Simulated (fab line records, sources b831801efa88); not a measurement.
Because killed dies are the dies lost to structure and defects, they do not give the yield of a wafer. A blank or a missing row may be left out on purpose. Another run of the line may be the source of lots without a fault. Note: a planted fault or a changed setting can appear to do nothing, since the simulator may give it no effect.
fab line records | flow gf180mcu
[record] lots = 12 wafers = 36 last_day = 34
route steps=602 shown HV_LDD@209 M1@332 M2@367 V2@399
lots that met no fault: from a run of the same line without faults
start_h: start of the lot's first displayed wafer, in hours after the record's first day | wait_h: how many hours have passed since the lot's step before this one | " identical to the entry in the row above | L1.1+2: a single row standing in for several wafers | - no value present, or no start provided | * or withheld: withheld | < > ~ a bound
route shown NAME@n: NAME is a module with steps in the file, n the number in the route of the first one | usual: mean and standard deviation over wafers with no fault | same: alike in all rows | chamber/n: place in a boat | sites: the reading at each site | _std_site: standard deviation across them | _edge_site: the outer-site mean with the inner-site mean subtracted | radius_mm: for every site, how far away it sits from the centre of the wafer | mask NAME#n: copy n | behind: tool/chamber where the wafer was last shaped | hold: cause of the lot's hold/its duration in hours/its outcome | device: whichever transistor did not switch (one of n, p or np) | end of line: the tests these same wafers got at the end of their route | where a step has no rows: the recipe by itself | killed: at the first sort, the dies lost to defects and structure; wafer yield is something else | map: the dies of a wafer, with x for killed, . for not killed, _ for no die there
set.NAME: setting as actually run; set.NAME@STEP: the setting as run at that earlier step | model.NAME: the simulator's own value behind a step, which no gauge read
one table for each step of the route and one row for each wafer, over a sample of lots
services: the hour from which a tool's chamber was out of use, counted from the record's first day as start_h (under 0 if before that day), plus the number of hours and why
[[steps]]
[step GF_HV_LDD_IMPLANT_33]
[recipe] species = P energy_kev = 60 dose_cm2 = 7.5e+12 tilt_deg = 30 rotation_deg = 0
[usual] beam_energy_keV = 60.002/0.019 beam_on_s = 9.99/0.2 faraday_current_uA = 42.3/0.83 rotation_deg = -0.003/0.02
// columns lot.wafer tool chamber start_h wait_h beam_energy_keV beam_on_s faraday_current_uA rotation_deg
L907.2 implanter-02 0 266.42 0.0 59.981 10.51 40.1 0.035
L907.4 " 0 " " 60.020 10.26 41.1 0.008
L907.5 " 0 " " 60.036 10.12 41.6 0.005
L909.1 implanter-01 0 276.56 0.0 59.960 10.20 41.6 0.033
L909.4 " 0 " " 59.995 9.73 43.4 0.004
L909.6 " 0 " " 60.024 10.00 42.5 0.033
L912.3 implanter-01 0 304.50 0.1 60.010 7.90 53.4 0.010
L912.5 " 0 " " 59.998 7.78 54.6 0.005
L912.6 " 0 " " 59.996 7.43 57.1 0.006
L913.1 implanter-01 0 312.74 0.0 60.018 7.82 54.0 -0.042
L913.3 " 0 " " 60.000 7.72 54.7 -0.033
L913.5 " 0 " " 59.997 7.98 53.1 -0.027
L914.1 implanter-02 0 326.06 0.0 59.984 10.24 41.2 -0.019
L914.2 " 0 " " 59.984 9.73 43.3 -0.030
L914.6 " 0 " " 59.999 9.86 42.8 -0.010
L921.2 implanter-01 0 379.74 0.0 59.978 10.18 41.3 -0.005
L921.4 " 0 " " 59.976 9.93 42.8 0.008
L921.6 " 0 " " 60.002 10.09 41.8 0.009
L920.2 implanter-02 0 380.97 0.0 59.993 9.71 43.4 -0.005
L920.3 " 0 " " 60.007 9.96 42.5 0.017
L920.6 " 0 " " 59.997 9.97 42.5 0.011
L922.2 implanter-02 0 384.41 0.0 59.980 10.24 41.1 -0.033
L922.3 " 0 " " 59.991 9.50 44.4 -0.016
L922.4 " 0 " " 59.989 9.83 42.8 -0.018
L924.2 implanter-01 0 401.98 0.0 60.001 9.85 42.8 0.049
L924.3 " 0 " " 59.993 10.04 42.0 0.014
L924.5 " 0 " " 59.981 10.15 41.8 0.030
L923.1 implanter-02 0 404.25 0.0 60.036 9.89 43.0 -0.001
L923.2 " 0 " " 60.019 9.85 42.9 -0.019
L923.4 " 0 " " 60.021 9.72 43.3 -0.011
L925.1 implanter-04 0 409.39 0.0 59.988 10.03 42.1 0.012
L925.3 " 0 " " 59.969 10.01 42.1 -0.013
L925.6 " 0 " " 60.013 9.60 43.8 -0.017
L927.2 implanter-04 0 425.41 0.0 60.004 10.09 41.9 0.028
L927.4 " 0 " " 60.004 9.48 44.7 0.012
L927.6 " 0 " " 60.003 9.74 43.6 -0.025
[step GF_HV_LDD_RS_MEAS_53]
[recipe] thk_meas_gauge = four-point-probe
[usual] HV_LDD_RS = 417.8/0.94
// columns lot.wafer tool chamber start_h wait_h HV_LDD_RS[ohm/sq]
L907.2 film_metro-02 - 286.64 0.1 416.2
L907.4 " - " " 417.6
L907.5 " - " " 417.9
L909.1 film_metro-02 - 297.24 0.1 416.4
L909.4 " - " " 418.3
L909.6 " - " " 418.0
L912.3 film_metro-03 - 327.13 0.1 421.9
L912.5 " - " " 422.2
L912.6 " - " " 423.0
L913.1 film_metro-03 - 334.83 0.1 423.7
L913.3 " - " " 421.5
L913.5 " - " " 422.4
L914.1 film_metro-02 - 348.72 0.1 418.5
L914.2 " - " " 417.2
L914.6 " - " " 418.6
L921.2 film_metro-03 - 404.44 0.1 418.2
L921.4 " - " " 417.9
L921.6 " - " " 418.7
L920.2 film_metro-01 - 405.04 0.1 419.2
L920.3 " - " " 418.4
L920.6 " - " " 418.8
L922.2 film_metro-03 - 409.54 0.1 420.0
L922.3 " - " " 419.8
L922.4 " - " " 419.1
L924.2 film_metro-02 - 427.15 0.1 416.1
L924.3 " - " " 416.4
L924.5 " - " " 416.1
L923.1 film_metro-02 - 428.97 0.1 416.6
L923.2 " - " " 417.6
L923.4 " - " " 417.7
L925.1 film_metro-02 - 434.76 0.1 417.3
L925.3 " - " " 417.9
L925.6 " - " " 418.2
L927.2 film_metro-02 - 450.86 0.1 418.4
L927.4 " - " " 417.8
L927.6 " - " " 417.8
[step GF_M1_STRIP_17]
[recipe] chemistry = O2/N2 power_w = 1400 pressure_mtorr = 1500 platen_temp_c = 250 o2_flow_sccm = 3000 n2_flow_sccm = 300 overash_fraction = 0.5
[usual] chamber_pressure_mTorr = 1500.1/1.3 drypump_motor_current_A = 5.7/0.4 heater_power_w = 323/39 oes_product_au = 0.559/0.005 strip_time_to_endpoint_s = 7.90/0.047
// columns lot.wafer tool chamber start_h wait_h chamber_pressure_mTorr drypump_motor_current_A heater_power_w oes_product_au rf_hours_counter_h strip_time_to_endpoint_s
L907.2 plasma_asher-02 0 402.63 0.1 1499.4 6.3 362 0.561 27 7.93
L907.4 " 1 " " 1502.4 5.4 284 0.565 - 7.96
L907.5 " 0 " " 1500.9 6.4 371 0.572 - 7.98
L909.1 plasma_asher-02 1 416.06 0.1 1500.0 5.4 290 0.559 28 7.87
L909.4 " 0 " " 1500.0 6.4 364 0.553 - 7.88
L909.6 " 0 " " 1502.1 6.4 365 0.566 - 7.91
L912.3 plasma_asher-03 1 448.45 0.1 1501.9 5.4 381 0.556 - 7.83
L912.5 " 0 " " 1501.3 6.0 313 0.559 - 7.83
L912.6 " 1 " " 1500.6 5.4 364 0.558 - 7.83
L913.1 plasma_asher-03 1 459.48 0.2 1501.0 5.4 380 0.559 3 7.95
L913.3 " 1 " " 1498.2 5.4 367 0.561 - 7.93
L913.5 " 0 " " 1501.5 6.0 299 0.567 - 7.96
L914.1 plasma_asher-04 1 473.76 0.1 1499.7 5.8 316 0.562 73 7.94
L914.2 " 0 " " 1501.4 5.2 276 0.552 73 7.91
L914.6 " 1 " " 1499.0 5.8 318 0.553 - 7.91
L921.2 plasma_asher-03 1 531.56 0.1 1498.7 5.4 378 0.559 11 7.88
L921.4 " 0 " " 1498.7 6.0 295 0.554 - 7.87
L921.6 " 0 " " 1499.5 6.0 298 0.558 - 7.92
L920.2 plasma_asher-04 1 533.26 0.1 1500.2 5.8 318 0.562 80 7.93
L920.3 " 0 " " 1500.4 5.2 275 0.567 - 7.91
L920.6 " 0 " " 1499.0 5.2 278 0.563 - 7.97
L922.2 plasma_asher-02 0 536.33 0.1 1498.5 6.3 368 0.560 41 7.83
L922.3 " 1 " " 1498.3 5.4 283 0.557 - 7.85
L922.4 " 0 " " 1499.6 6.3 375 0.555 - 7.78
L924.2 plasma_asher-04 0 552.97 0.1 1499.4 5.3 279 0.565 82 7.84
L924.3 " 0 " " 1500.1 5.2 279 0.556 - 7.90
L924.5 " 1 " " 1499.0 5.8 310 0.553 - 7.84
L923.1 plasma_asher-03 0 554.43 0.1 1499.4 6.0 297 0.555 13 7.93
L923.2 " 1 " " 1498.4 5.4 374 0.563 13 7.93
L923.4 " 1 " " 1497.7 5.4 380 0.558 - 7.91
L925.1 plasma_asher-03 1 560.18 0.1 1503.1 5.4 371 0.562 14 7.95
L925.3 " 1 " " 1498.7 5.4 384 0.552 - 7.88
L925.6 " 1 " " 1500.1 5.4 377 0.553 - 7.92
L927.2 plasma_asher-03 0 576.11 0.1 1498.9 6.0 307 0.555 15 7.95
L927.4 " 0 " " 1499.6 6.0 294 0.557 - 7.87
L927.6 " 0 " " 1500.0 6.0 295 0.558 - 7.94
[step GF_M2_RS_MEAS_05]
[recipe] thk_meas_gauge = four-point-probe reads = TiN_of_M2_SPUTTER_04+Ti_of_M2_SPUTTER_03+AlCu_of_M2_SPUTTER_02+TiN_of_M2_SPUTTER_01+Ti_of_M2_SPUTTER_00
[usual] M2_ALCU_RS = 0.0693/0.00055
// columns lot.wafer tool chamber start_h wait_h M2_ALCU_RS[ohm/sq]
L907.2 film_metro-02 - 429.40 0.0 0.0695
L907.4 " - " " 0.0692
L907.5 " - " " 0.0694
L909.1 film_metro-01 - 443.12 0.0 0.0690
L909.4 " - " " 0.0689
L909.6 " - " " 0.0691
L912.3 film_metro-01 - 476.12 0.1 0.0688
L912.5 " - " " 0.0688
L912.6 " - " " 0.0687
L913.1 film_metro-02 - 486.52 0.0 0.0691
L913.3 " - " " 0.0680
L913.5 " - " " 0.0690
L914.1 film_metro-04 - 499.98 0.0 0.0699
L914.2 " - " " 0.0702
L914.6 " - " " 0.0701
L921.2 film_metro-01 - 557.25 0.0 0.0689
L921.4 " - " " 0.0686
L921.6 " - " " 0.0682
L920.2 film_metro-04 - 559.09 0.0 0.0687
L920.3 " - " " 0.0697
L920.6 " - " " 0.0694
L922.2 film_metro-04 - 562.09 0.0 0.0698
L922.3 " - " " 0.0686
L922.4 " - " " 0.0698
L924.2 film_metro-04 - 578.55 0.0 0.0700
L924.3 " - " " 0.0695
L924.5 " - " " 0.0698
L923.1 film_metro-04 - 579.35 0.0 0.0686
L923.2 " - " " 0.0688
L923.4 " - " " 0.0688
L925.1 film_metro-04 - 583.72 0.1 0.0687
L925.3 " - " " 0.0687
L925.6 " - " " 0.0693
L927.2 film_metro-04 - 601.17 0.0 0.0688
L927.4 " - " " 0.0687
L927.6 " - " " 0.0689
[step GF_V2_ETCH_17]
[recipe] chemistry = C4F8/O2/Ar mask_material = KrF target = SiO2 stop_on = TiN source_w = 1500 bias_w = 1200 pressure_mtorr = 40 c4f8_flow_sccm = withheld O2_flow_sccm = 6 Ar_flow_sccm = 300 time_s = withheld target_depth_a = 6300
[usual] chamber_pressure_mTorr = 40.00/0.037 oes_product_au = 0.856/0.0047
// columns lot.wafer tool chamber start_h wait_h chamber_pressure_mTorr oes_product_au
L907.2 rie_diel-01 3 - - 40.00 0.860
L907.4 " 2 " " 40.04 0.853
L907.5 " 0 " " 40.10 0.854
L909.1 rie_diel-02 3 - - 39.99 0.852
L909.4 " 2 " " 39.96 0.852
L909.6 " 2 " " 39.93 0.851
L912.3 rie_diel-02 1 - - 40.00 0.852
L912.5 " 2 " " 39.94 0.860
L912.6 " 3 " " 40.00 0.859
L913.1 rie_diel-03 1 - - 40.05 0.856
L913.3 " 0 " " 40.04 0.849
L913.5 " 0 " " 40.00 0.850
L914.1 rie_diel-03 1 - - 40.04 0.857
L914.2 " 2 " " 40.02 0.855
L914.6 " 1 " " 40.03 0.853
L921.2 rie_diel-02 2 - - 40.01 0.854
L921.4 " 1 " " 40.03 0.857
L921.6 " 0 " " 40.02 0.853
L920.2 rie_diel-01 3 - - 40.00 0.854
L920.3 " 2 " " 39.99 0.855
L920.6 " 2 " " 39.95 0.859
L922.2 rie_diel-02 0 - - 39.93 0.856
L922.3 " 1 " " 40.00 0.865
L922.4 " 2 " " 39.95 0.857
L924.2 rie_diel-02 1 - - 39.98 0.854
L924.3 " 0 " " 39.97 0.857
L924.5 " 1 " " 40.02 0.852
L923.1 rie_diel-03 0 - - 40.04 0.854
L923.2 " 1 " " 40.06 0.856
L923.4 " 2 " " 39.98 0.854
L925.1 rie_diel-03 1 - - 39.95 0.861
L925.3 " 0 " " 40.01 0.858
L925.6 " 0 " " 40.06 0.860
L927.2 rie_diel-03 0 - - 40.02 0.854
L927.4 " 3 " " 40.04 0.858
L927.6 " 3 " " 40.01 0.858
[[services]]
// columns tool chamber start_h hours kind
rie_diel-02 1 254.39 5.1 repair
rie_diel-03 - 264.48 2.8 pm
rie_diel-02 2 288.79 1.5 repair
plasma_asher-03 - 296.93 3.7 repair
implanter-01 - 323.31 1.0 repair
implanter-01 - 326.32 5.1 pm
plasma_asher-03 - 339.10 4.8 pm
plasma_asher-03 - 351.34 0.7 repair
implanter-02 - 352.94 3.7 repair
rie_diel-02 1 394.55 5.9 repair
implanter-02 - 402.21 0.8 repair
implanter-01 - 409.00 6.2 pm
implanter-01 - 417.39 1.3 repair
plasma_asher-03 - 421.25 9.0 pm
rie_diel-02 2 430.86 3.1 repair
rie_diel-02 0 439.01 8.5 repair
rie_diel-02 0 477.50 4.6 repair
rie_diel-03 - 486.50 0.3 repair
rie_diel-02 - 489.05 0.3 repair
implanter-02 - 522.62 7.9 pm
implanter-01 - 525.06 2.0 repair
rie_diel-03 0 525.32 4.5 repair
implanter-02 - 530.74 9.9 repair
implanter-01 - 545.57 1.2 repair
[[key]]
[first_sign] step = GF_HV_LDD_IMPLANT_33 reading = faraday_current_uA direction = up sigmas = 15 usual = 42.3 struck = 54.5
[effect] step = GF_HV_LDD_IMPLANT_33 reading = beam_on_s direction = down sigmas = 11 usual = 9.99 struck = 7.77
[effect] step = GF_HV_LDD_RS_MEAS_53 reading = HV_LDD_RS direction = up sigmas = 4.9 usual = 417.8 struck = 422.4
met_at GF_HV_LDD_IMPLANT_33
struck_lots L912,L913
tester_left_out L912,L913
not_acting_at GF_M1_STRIP_17,GF_M2_RS_MEAS_05,GF_V2_ETCH_17
onset_between 276.56 304.50
[fault] kind = process_parameter_drift tool = implanter-01 chamber = - onset_h = 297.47 steps = GF_HV_LDD_IMPLANT_33 channel = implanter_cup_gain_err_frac offset = 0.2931 shape = step end_h = 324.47
// tester_left_out: of these lots the tester's yield and bins aren't shown, on N5 and GAA mostly nor the transistor test; their killed dies are dies lost to structure and defects alone, not to doping, threshold or leakage, so they don't give the yield
